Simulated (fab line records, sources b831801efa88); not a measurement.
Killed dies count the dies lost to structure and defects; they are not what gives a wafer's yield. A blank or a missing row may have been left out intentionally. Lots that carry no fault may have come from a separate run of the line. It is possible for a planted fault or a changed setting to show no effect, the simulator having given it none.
fab line records	flow gf180mcu	part 1 of 2: steps 1 to 36 of 49
record lots=5	wafers=15	lastDay=33
route steps=602 shown DNWELL@37 NWELL@42 LVPWELL@54 MVSD@66 MVPSD@78
lots untouched by any fault: they come from a run of this same line in which no faults occurred
startH: hours from the record's opening day to when the first of the lot's shown wafers began	waitH: time in hours since the lot's previous step	" unchanged from the row above	L1.1+2: several wafers, shown together as one row	- no value present, or no start provided	* or withheld: withheld	< > ~ a bound
route shown NAME@n: names a module that has steps shown in the file, with the first one's number in the route	usual: mean/standard deviation taken from wafers without a fault	same: alike in all rows	chamber/n: place in a boat	sites: the reading at each site	_std_site: standard deviation across them	_edge_site: outer sites' mean less inner sites'	radiusMm: for every site, how far away it sits from the centre of the wafer	mask NAME#n: copy n	behind: the last tool/chamber to shape the wafer	hold: why the lot was held/for how many hours/how that ended	device: transistor that didn't switch, given as n, p or np	end of line: tests of these same wafers at the route's end	a step with no rows: only its recipe	killed: at the first sort, the dies lost to defects and structure; wafer yield is something else	map: the dies of a wafer, with x for killed, . for not killed, _ for no die there
set.NAME: the setting that was run; set.NAME@STEP: the one run at that earlier step	model.NAME: the simulator's own value behind a step, which no gauge read
lots at some steps of the route; a table a step, a row a wafer
services: the hour from which a tool's chamber was out of use, counted from the record's first day as startH (under 0 if before that day), plus the number of hours and why
## steps
# step GF_DNWELL_PEB_05
# recipe tempC=115	timeS=withheld
lot.wafer	tool	chamber	startH	waitH
L074.2+3+6	lithoTrack-03	0	-	-
L077.1+2+4	lithoTrack-02	0	-	-
L085.3+5+6	lithoTrack-04	0	-	-
L090.2+4+6	lithoTrack-04	0	-	-
L094.3+4+6	lithoTrack-03	0	-	-
# step GF_DNWELL_DEVELOP_06
# recipe wallAngleDeg=90	developTimeS=60	devTempC=23
lot.wafer	tool	chamber	startH	waitH
L074.2+3+6	lithoTrack-03	0	-	-
L077.1+2+4	lithoTrack-02	0	-	-
L085.3+5+6	lithoTrack-04	0	-	-
L090.2+4+6	lithoTrack-04	0	-	-
L094.3+4+6	lithoTrack-03	0	-	-
# step GF_DNWELL_IMPLANT_07
# recipe species=P	energyKev=1500	doseCm2=1e+13	tiltDeg=0
lot.wafer	tool	chamber	startH	waitH
L074.2+3+6	implanter-01	0	43.40	-
L077.1+2+4	implanter-03	0	58.34	-
L085.3+5+6	implanter-03	0	101.26	-
L090.2+4+6	implanter-04	0	127.73	-
L094.3+4+6	implanter-04	0	148.97	-
# step GF_DNWELL_STRIP_08
# recipe chemistry=O2/N2	powerW=1400	pressureMtorr=1500	platenTempC=250	o2FlowSccm=3000	n2FlowSccm=300	overashFraction=0.5
# usual drypumpMotorCurrentA=5.71/0.18	heaterPowerW=346/13	n2FlowSccm=299.9/0.93	oesProductAu=0.722/0.0044	stripTimeToEndpointS=36.96/0.11
lot.wafer	tool	chamber	startH	waitH	drypumpMotorCurrentA	heaterPowerW	n2FlowSccm	oesProductAu	rfHoursCounterH	stripTimeToEndpointS
L074.2	plasmaAsher-04	0	43.52	0.1	5.84	358	299.7	0.722	19	36.82
L074.3	"	0	"	"	5.84	347	299.0	0.719	-	36.78
L074.6	"	1	"	"	5.77	346	300.0	0.719	-	36.86
L077.1	plasmaAsher-02	0	58.49	0.1	5.53	335	298.5	0.716	41	36.81
L077.2	"	1	"	"	5.78	344	299.5	0.724	41	36.91
L077.4	"	0	"	"	5.52	341	299.7	0.725	-	36.89
L085.3	plasmaAsher-02	0	101.39	0.1	5.52	330	299.7	0.720	-	36.94
L085.5	"	1	"	"	5.80	344	300.1	0.718	-	36.86
L085.6	"	0	"	"	5.51	337	300.2	0.717	-	36.93
L090.2	plasmaAsher-02	1	127.86	0.1	5.79	340	300.8	0.728	50	37.01
L090.4	"	0	"	"	5.53	334	298.9	0.722	-	36.99
L090.6	"	0	"	"	5.52	354	298.9	0.723	-	36.96
L094.3	plasmaAsher-04	0	149.10	0.1	5.85	351	302.9	0.726	-	36.92
L094.4	"	1	"	"	5.71	338	301.2	0.725	-	36.97
L094.6	"	1	"	"	5.74	341	300.3	0.717	-	36.86
# step GF_DNWELL_TW_MEAS_09
# usual DNWELL_TW=1352/8.8
lot.wafer	tool	chamber	startH	waitH	DNWELL_TW
L074.2	filmMetro-01	-	43.63	0.1	1363
L074.3	"	-	"	"	1362
L074.6	"	-	"	"	1361
L077.1	filmMetro-01	-	58.59	0.1	1356
L077.2	"	-	"	"	1354
L077.4	"	-	"	"	1361
L085.3	filmMetro-03	-	101.48	0.1	1352
L085.5	"	-	"	"	1348
L085.6	"	-	"	"	1360
L090.2	filmMetro-03	-	127.97	0.1	1356
L090.4	"	-	"	"	1358
L090.6	"	-	"	"	1371
L094.3	filmMetro-04	-	149.19	0.1	1350
L094.4	"	-	"	"	1354
L094.6	"	-	"	"	1351
# step GF_NWELL_DEHYDRATE_00
# recipe tempC=200	timeS=60
lot.wafer	tool	chamber	startH	waitH
L074.2+3+6	lithoTrack-03	0	49.25	5.6
L077.1+2+4	lithoTrack-04	0	64.01	5.4
L085.3+5+6	lithoTrack-01	0	107.83	6.3
L090.2+4+6	lithoTrack-04	0	134.63	6.7
L094.3+4+6	lithoTrack-01	0	156.53	7.3
# step GF_NWELL_HMDS_01
# recipe primeTimeS=60	primeTempC=120
lot.wafer	tool	chamber	startH	waitH
L074.2+3+6	lithoTrack-03	0	49.40	0.1
L077.1+2+4	lithoTrack-04	0	64.16	0.1
L085.3+5+6	lithoTrack-01	0	107.98	0.1
L090.2+4+6	lithoTrack-04	0	134.78	0.1
L094.3+4+6	lithoTrack-01	0	156.68	0.1
# step GF_NWELL_COAT_02
# recipe spinRpm=2000	resistThkNm=3000
lot.wafer	tool	chamber	startH	waitH
L074.2+3+6	lithoTrack-03	0	49.55	0.1
L077.1+2+4	lithoTrack-04	0	64.31	0.1
L085.3+5+6	lithoTrack-01	0	108.13	0.1
L090.2+4+6	lithoTrack-04	0	134.93	0.1
L094.3+4+6	lithoTrack-01	0	156.83	0.1
# step GF_NWELL_SOFTBAKE_03
# recipe tempC=110	timeS=withheld
lot.wafer	tool	chamber	startH	waitH
L074.2+3+6	lithoTrack-03	0	49.71	0.1
L077.1+2+4	lithoTrack-04	0	64.46	0.1
L085.3+5+6	lithoTrack-01	0	108.30	0.1
L090.2+4+6	lithoTrack-04	0	135.09	0.1
L094.3+4+6	lithoTrack-01	0	157.00	0.1
# step GF_NWELL_EXPOSE_04
# recipe maskId=Nwell	targetCdNm=860	na=0.6	sourceShape=conventional	sigmaOuter=0.6	doseMj=260
# usual focusOffsetNm=0.0/0.45
lot.wafer	tool	chamber	startH	waitH	mask	focusOffsetNm
L074.2	ilineStepper-02	0	-	-	Nwell#0	-0.1
L074.3	"	0	"	"	Nwell#0	0.6
L074.6	"	0	"	"	Nwell#0	-0.1
L077.1	ilineStepper-01	0	-	-	Nwell#0	0.1
L077.2	"	0	"	"	Nwell#0	-0.3
L077.4	"	0	"	"	Nwell#0	-0.4
L085.3	ilineStepper-01	0	-	-	Nwell#0	0.4
L085.5	"	0	"	"	Nwell#0	0.1
L085.6	"	0	"	"	Nwell#0	0.4
L090.2	ilineStepper-02	0	-	-	Nwell#0	-0.2
L090.4	"	0	"	"	Nwell#0	0.7
L090.6	"	0	"	"	Nwell#0	0.6
L094.3	ilineStepper-01	0	-	-	Nwell#0	-0.7
L094.4	"	0	"	"	Nwell#0	-0.3
L094.6	"	0	"	"	Nwell#0	0.2
# step GF_NWELL_PEB_05
# recipe tempC=115	timeS=withheld
lot.wafer	tool	chamber	startH	waitH
L074.2+3+6	lithoTrack-03	0	-	-
L077.1+2+4	lithoTrack-01	0	-	-
L085.3+5+6	lithoTrack-01	0	-	-
L090.2+4+6	lithoTrack-01	0	-	-
L094.3+4+6	lithoTrack-01	0	-	-
# step GF_NWELL_DEVELOP_06
# recipe wallAngleDeg=90	developTimeS=60	devTempC=23
lot.wafer	tool	chamber	startH	waitH
L074.2+3+6	lithoTrack-03	0	-	-
L077.1+2+4	lithoTrack-01	0	-	-
L085.3+5+6	lithoTrack-01	0	-	-
L090.2+4+6	lithoTrack-01	0	-	-
L094.3+4+6	lithoTrack-01	0	-	-
# step GF_NWELL_OVL_MEAS_07
# usual NWELL_OVL=0.6/1.5
lot.wafer	tool	chamber	startH	waitH	NWELL_OVL[nm]
L074.2	overlay-01	-	56.23	-	1.5
L074.3	"	-	"	"	2.5
L074.6	"	-	"	"	2.0
L077.1	overlay-01	-	70.78	-	0.3
L077.2	"	-	"	"	-0.2
L077.4	"	-	"	"	0.3
L085.3	overlay-02	-	115.24	-	3.5
L085.5	"	-	"	"	0.9
L085.6	"	-	"	"	3.0
L090.2	overlay-02	-	142.94	-	1.0
L090.4	"	-	"	"	1.8
L090.6	"	-	"	"	2.7
L094.3	overlay-02	-	164.94	-	2.7
L094.4	"	-	"	"	2.6
L094.6	"	-	"	"	1.2
# step GF_NWELL_IMPLANT_08
# recipe species=P	energyKev=450	doseCm2=1.5e+13	tiltDeg=0
lot.wafer	tool	chamber	startH	waitH
L074.2+3+6	implanter-01	0	56.28	0.0
L077.1+2+4	implanter-01	0	70.82	0.0
L085.3+5+6	implanter-01	0	115.32	0.1
L090.2+4+6	implanter-04	0	142.99	0.0
L094.3+4+6	implanter-04	0	165.01	0.1
# step GF_NWELL_IMPLANT_09
# recipe species=P	energyKev=160	doseCm2=4e+12	tiltDeg=0
lot.wafer	tool	chamber	startH	waitH
L074.2+3+6	implanter-01	0	56.43	0.1
L077.1+2+4	implanter-01	0	70.97	0.1
L085.3+5+6	implanter-01	0	115.47	0.1
L090.2+4+6	implanter-04	0	143.14	0.1
L094.3+4+6	implanter-04	0	165.16	0.1
# step GF_NWELL_STRIP_10
# recipe chemistry=O2/N2	powerW=1400	pressureMtorr=1500	platenTempC=250	o2FlowSccm=3000	n2FlowSccm=300	overashFraction=0.5
# usual drypumpMotorCurrentA=5.74/0.15	heaterPowerW=347/18	n2FlowSccm=300.1/0.8	oesProductAu=0.722/0.0045	stripTimeToEndpointS=37.00/0.098
lot.wafer	tool	chamber	startH	waitH	drypumpMotorCurrentA	heaterPowerW	n2FlowSccm	oesProductAu	rfHoursCounterH	stripTimeToEndpointS
L074.2	plasmaAsher-03	1	56.56	0.1	5.71	358	299.7	0.719	40	37.01
L074.3	"	1	"	"	5.71	351	301.3	0.727	-	37.07
L074.6	"	0	"	"	5.74	332	299.9	0.721	-	37.11
L077.1	plasmaAsher-03	0	71.12	0.1	5.70	331	298.6	0.727	42	37.06
L077.2	"	1	"	"	5.70	371	300.2	0.732	42	36.97
L077.4	"	1	"	"	5.70	361	299.3	0.726	-	37.10
L085.3	plasmaAsher-04	0	115.60	0.1	5.86	368	300.1	0.721	-	37.12
L085.5	"	0	"	"	5.83	356	300.1	0.720	-	37.01
L085.6	"	1	"	"	5.75	340	301.6	0.717	-	37.15
L090.2	plasmaAsher-03	0	143.27	0.1	5.70	327	299.7	0.725	3	37.03
L090.4	"	1	"	"	5.74	367	300.2	0.714	-	36.88
L090.6	"	0	"	"	5.66	336	299.9	0.728	-	36.90
L094.3	plasmaAsher-04	1	165.30	0.1	5.73	348	299.8	0.722	-	37.08
L094.4	"	0	"	"	5.85	351	300.4	0.720	-	37.18
L094.6	"	0	"	"	5.80	356	300.7	0.720	-	37.14
# step GF_NWELL_TW_MEAS_11
# usual NWELL_TW=1573/9.6
lot.wafer	tool	chamber	startH	waitH	NWELL_TW
L074.2	filmMetro-02	-	56.67	0.1	1580
L074.3	"	-	"	"	1571
L074.6	"	-	"	"	1578
L077.1	filmMetro-04	-	71.22	0.1	1568
L077.2	"	-	"	"	1563
L077.4	"	-	"	"	1567
L085.3	filmMetro-04	-	115.69	0.1	1578
L085.5	"	-	"	"	1561
L085.6	"	-	"	"	1562
L090.2	filmMetro-04	-	143.38	0.1	1561
L090.4	"	-	"	"	1577
L090.6	"	-	"	"	1572
L094.3	filmMetro-04	-	165.38	0.1	1574
L094.4	"	-	"	"	1570
L094.6	"	-	"	"	1571
# step GF_LVPWELL_DEHYDRATE_00
# recipe tempC=200	timeS=60
lot.wafer	tool	chamber	startH	waitH
L074.2+3+6	lithoTrack-01	0	62.61	5.9
L077.1+2+4	lithoTrack-02	0	76.99	5.8
L085.3+5+6	lithoTrack-01	0	122.33	6.6
L090.2+4+6	lithoTrack-01	0	150.50	7.1
L094.3+4+6	lithoTrack-01	0	172.63	7.2
# step GF_LVPWELL_HMDS_01
# recipe primeTimeS=60	primeTempC=120
lot.wafer	tool	chamber	startH	waitH
L074.2+3+6	lithoTrack-01	0	62.76	0.1
L077.1+2+4	lithoTrack-02	0	77.14	0.1
L085.3+5+6	lithoTrack-01	0	122.48	0.1
L090.2+4+6	lithoTrack-01	0	150.65	0.1
L094.3+4+6	lithoTrack-01	0	172.78	0.1
# step GF_LVPWELL_COAT_02
# recipe spinRpm=2000	resistThkNm=3000
lot.wafer	tool	chamber	startH	waitH
L074.2+3+6	lithoTrack-01	0	62.91	0.1
L077.1+2+4	lithoTrack-02	0	77.29	0.1
L085.3+5+6	lithoTrack-01	0	122.63	0.1
L090.2+4+6	lithoTrack-01	0	150.80	0.1
L094.3+4+6	lithoTrack-01	0	172.93	0.1
# step GF_LVPWELL_SOFTBAKE_03
# recipe tempC=110	timeS=withheld
lot.wafer	tool	chamber	startH	waitH
L074.2+3+6	lithoTrack-01	0	63.06	0.1
L077.1+2+4	lithoTrack-02	0	77.44	0.1
L085.3+5+6	lithoTrack-01	0	122.80	0.1
L090.2+4+6	lithoTrack-01	0	150.96	0.1
L094.3+4+6	lithoTrack-01	0	173.10	0.1
# step GF_LVPWELL_EXPOSE_04
# recipe maskId=LVPWELL	targetCdNm=600	na=0.6	sourceShape=conventional	sigmaOuter=0.6	doseMj=260
# usual focusOffsetNm=0.0/0.47
lot.wafer	tool	chamber	startH	waitH	mask	focusOffsetNm
L074.2	ilineStepper-01	0	-	-	LVPWELL#0	0.6
L074.3	"	0	"	"	LVPWELL#0	-0.1
L074.6	"	0	"	"	LVPWELL#0	0.8
L077.1	ilineStepper-02	0	-	-	LVPWELL#0	-0.7
L077.2	"	0	"	"	LVPWELL#0	-0.5
L077.4	"	0	"	"	LVPWELL#0	-1.0
L085.3	ilineStepper-02	0	-	-	LVPWELL#0	0.4
L085.5	"	0	"	"	LVPWELL#0	0.1
L085.6	"	0	"	"	LVPWELL#0	-0.2
L090.2	ilineStepper-01	0	-	-	LVPWELL#0	0.5
L090.4	"	0	"	"	LVPWELL#0	-0.1
L090.6	"	0	"	"	LVPWELL#0	0.7
L094.3	ilineStepper-01	0	-	-	LVPWELL#0	0.5
L094.4	"	0	"	"	LVPWELL#0	0.1
L094.6	"	0	"	"	LVPWELL#0	0.6
# step GF_LVPWELL_PEB_05
# recipe tempC=115	timeS=withheld
lot.wafer	tool	chamber	startH	waitH
L074.2+3+6	lithoTrack-02	0	-	-
L077.1+2+4	lithoTrack-02	0	-	-
L085.3+5+6	lithoTrack-01	0	-	-
L090.2+4+6	lithoTrack-01	0	-	-
L094.3+4+6	lithoTrack-02	0	-	-
# step GF_LVPWELL_DEVELOP_06
# recipe wallAngleDeg=90	developTimeS=60	devTempC=23
lot.wafer	tool	chamber	startH	waitH
L074.2+3+6	lithoTrack-02	0	-	-
L077.1+2+4	lithoTrack-02	0	-	-
L085.3+5+6	lithoTrack-01	0	-	-
L090.2+4+6	lithoTrack-01	0	-	-
L094.3+4+6	lithoTrack-02	0	-	-
# step GF_LVPWELL_OVL_MEAS_07
# usual LVPWELL_OVL=-0.3/1.2
lot.wafer	tool	chamber	startH	waitH	LVPWELL_OVL[nm]
L074.2	overlay-02	-	69.75	-	-0.6
L074.3	"	-	"	"	-0.3
L074.6	"	-	"	"	-1.2
L077.1	overlay-02	-	84.24	-	-3.1
L077.2	"	-	"	"	-1.4
L077.4	"	-	"	"	-0.8
L085.3	overlay-01	-	130.09	-	-0.1
L085.5	"	-	"	"	1.1
L085.6	"	-	"	"	-0.8
L090.2	overlay-02	-	158.73	-	2.6
L090.4	"	-	"	"	0.4
L090.6	"	-	"	"	0.1
L094.3	overlay-01	-	181.55	-	-1.1
L094.4	"	-	"	"	0.6
L094.6	"	-	"	"	0.4
# step GF_LVPWELL_IMPLANT_08
# recipe species=B	energyKev=170	doseCm2=1.5e+13	tiltDeg=0
lot.wafer	tool	chamber	startH	waitH
L074.2+3+6	implanter-02	0	69.80	0.0
L077.1+2+4	implanter-04	0	84.28	0.0
L085.3+5+6	implanter-03	0	130.17	0.1
L090.2+4+6	implanter-04	0	158.79	0.0
L094.3+4+6	implanter-03	0	181.63	0.1
# step GF_LVPWELL_IMPLANT_09
# recipe species=B	energyKev=60	doseCm2=5e+12	tiltDeg=0
lot.wafer	tool	chamber	startH	waitH
L074.2+3+6	implanter-02	0	69.95	0.1
L077.1+2+4	implanter-04	0	84.43	0.1
L085.3+5+6	implanter-03	0	130.32	0.1
L090.2+4+6	implanter-04	0	158.94	0.1
L094.3+4+6	implanter-03	0	181.78	0.1
# step GF_LVPWELL_STRIP_10
# recipe chemistry=O2/N2	powerW=1400	pressureMtorr=1500	platenTempC=250	o2FlowSccm=3000	n2FlowSccm=300	overashFraction=0.5
# usual drypumpMotorCurrentA=5.72/0.11	heaterPowerW=348/11	n2FlowSccm=300.2/0.9	oesProductAu=0.723/0.0049	stripTimeToEndpointS=36.96/0.086
lot.wafer	tool	chamber	startH	waitH	drypumpMotorCurrentA	heaterPowerW	n2FlowSccm	oesProductAu	rfHoursCounterH	stripTimeToEndpointS
L074.2	plasmaAsher-02	1	70.08	0.1	5.79	348	300.7	0.731	42	36.82
L074.3	"	0	"	"	5.54	353	299.7	0.725	-	36.90
L074.6	"	1	"	"	5.79	345	299.9	0.717	-	36.99
L077.1	plasmaAsher-02	0	84.58	0.1	5.52	337	300.0	0.728	44	36.85
L077.2	"	1	"	"	5.80	349	299.2	0.725	44	36.87
L077.4	"	1	"	"	5.81	351	299.0	0.717	-	36.88
L085.3	plasmaAsher-02	0	130.45	0.1	5.52	342	300.3	0.724	-	37.03
L085.5	"	1	"	"	5.81	350	299.2	0.728	-	37.05
L085.6	"	0	"	"	5.52	347	299.4	0.728	-	36.99
L090.2	plasmaAsher-04	0	159.06	0.1	5.84	354	299.1	0.725	35	36.98
L090.4	"	1	"	"	5.75	350	300.8	0.715	-	37.12
L090.6	"	1	"	"	5.76	331	301.3	0.716	-	37.06
L094.3	plasmaAsher-04	0	181.91	0.1	5.88	358	301.4	0.734	-	37.12
L094.4	"	1	"	"	5.76	343	300.5	0.727	-	37.09
L094.6	"	1	"	"	5.71	345	299.4	0.723	-	37.18
# step GF_LVPWELL_TW_MEAS_11
# usual LVPWELL_TW=560.3/2.9
lot.wafer	tool	chamber	startH	waitH	LVPWELL_TW
L074.2	filmMetro-02	-	70.19	0.1	560.8
L074.3	"	-	"	"	560.9
L074.6	"	-	"	"	556.6
L077.1	filmMetro-02	-	84.68	0.1	563.9
L077.2	"	-	"	"	562.1
L077.4	"	-	"	"	558.8
L085.3	filmMetro-04	-	130.54	0.1	559.0
L085.5	"	-	"	"	558.2
L085.6	"	-	"	"	556.2
L090.2	filmMetro-04	-	159.17	0.1	555.6
L090.4	"	-	"	"	557.3
L090.6	"	-	"	"	555.6
L094.3	filmMetro-01	-	182.00	0.1	560.5
L094.4	"	-	"	"	559.3
L094.6	"	-	"	"	559.0
# step GF_MVSD_DEHYDRATE_00
# recipe tempC=200	timeS=60
lot.wafer	tool	chamber	startH	waitH
L074.2+3+6	lithoTrack-02	0	76.02	5.8
L077.1+2+4	lithoTrack-01	0	90.98	6.3
L085.3+5+6	lithoTrack-01	0	137.58	7.0
L090.2+4+6	lithoTrack-02	0	166.67	7.5
L094.3+4+6	lithoTrack-03	0	189.82	7.8
# step GF_MVSD_HMDS_01
# recipe primeTimeS=60	primeTempC=120
lot.wafer	tool	chamber	startH	waitH
L074.2+3+6	lithoTrack-02	0	76.17	0.1
L077.1+2+4	lithoTrack-01	0	91.13	0.1
L085.3+5+6	lithoTrack-01	0	137.73	0.1
L090.2+4+6	lithoTrack-02	0	166.82	0.1
L094.3+4+6	lithoTrack-03	0	189.97	0.1
# step GF_MVSD_COAT_02
# recipe spinRpm=2000	resistThkNm=3000
lot.wafer	tool	chamber	startH	waitH
L074.2+3+6	lithoTrack-02	0	76.32	0.1
L077.1+2+4	lithoTrack-01	0	91.28	0.1
L085.3+5+6	lithoTrack-01	0	137.88	0.1
L090.2+4+6	lithoTrack-02	0	166.97	0.1
L094.3+4+6	lithoTrack-03	0	190.12	0.1
# step GF_MVSD_SOFTBAKE_03
# recipe tempC=110	timeS=withheld
lot.wafer	tool	chamber	startH	waitH
L074.2+3+6	lithoTrack-02	0	76.48	0.1
L077.1+2+4	lithoTrack-01	0	91.43	0.1
L085.3+5+6	lithoTrack-01	0	138.05	0.1
L090.2+4+6	lithoTrack-02	0	167.12	0.1
L094.3+4+6	lithoTrack-03	0	190.29	0.1
# step GF_MVSD_EXPOSE_04
# recipe maskId=MVSD	targetCdNm=1000	na=0.6	sourceShape=conventional	sigmaOuter=0.6	doseMj=260
# usual focusOffsetNm=-0.1/0.51
lot.wafer	tool	chamber	startH	waitH	mask	focusOffsetNm
L074.2	ilineStepper-01	0	-	-	MVSD#0	-0.3
L074.3	"	0	"	"	MVSD#0	-0.9
L074.6	"	0	"	"	MVSD#0	-1.1
L077.1	ilineStepper-01	0	-	-	MVSD#0	0.2
L077.2	"	0	"	"	MVSD#0	-0.5
L077.4	"	0	"	"	MVSD#0	-0.1
L085.3	ilineStepper-02	0	-	-	MVSD#0	-0.6
L085.5	"	0	"	"	MVSD#0	0.1
L085.6	"	0	"	"	MVSD#0	0.2
L090.2	ilineStepper-01	0	-	-	MVSD#0	-0.3
L090.4	"	0	"	"	MVSD#0	0.0
L090.6	"	0	"	"	MVSD#0	-0.6
L094.3	ilineStepper-02	0	-	-	MVSD#0	0.4
L094.4	"	0	"	"	MVSD#0	-0.2
L094.6	"	0	"	"	MVSD#0	-0.2
# step GF_MVSD_PEB_05
# recipe tempC=115	timeS=withheld
lot.wafer	tool	chamber	startH	waitH
L074.2+3+6	lithoTrack-03	0	-	-
L077.1+2+4	lithoTrack-02	0	-	-
L085.3+5+6	lithoTrack-01	0	-	-
L090.2+4+6	lithoTrack-02	0	-	-
L094.3+4+6	lithoTrack-01	0	-	-
# step GF_MVSD_DEVELOP_06
# recipe wallAngleDeg=90	developTimeS=60	devTempC=23
lot.wafer	tool	chamber	startH	waitH
L074.2+3+6	lithoTrack-03	0	-	-
L077.1+2+4	lithoTrack-02	0	-	-
L085.3+5+6	lithoTrack-01	0	-	-
L090.2+4+6	lithoTrack-02	0	-	-
L094.3+4+6	lithoTrack-01	0	-	-
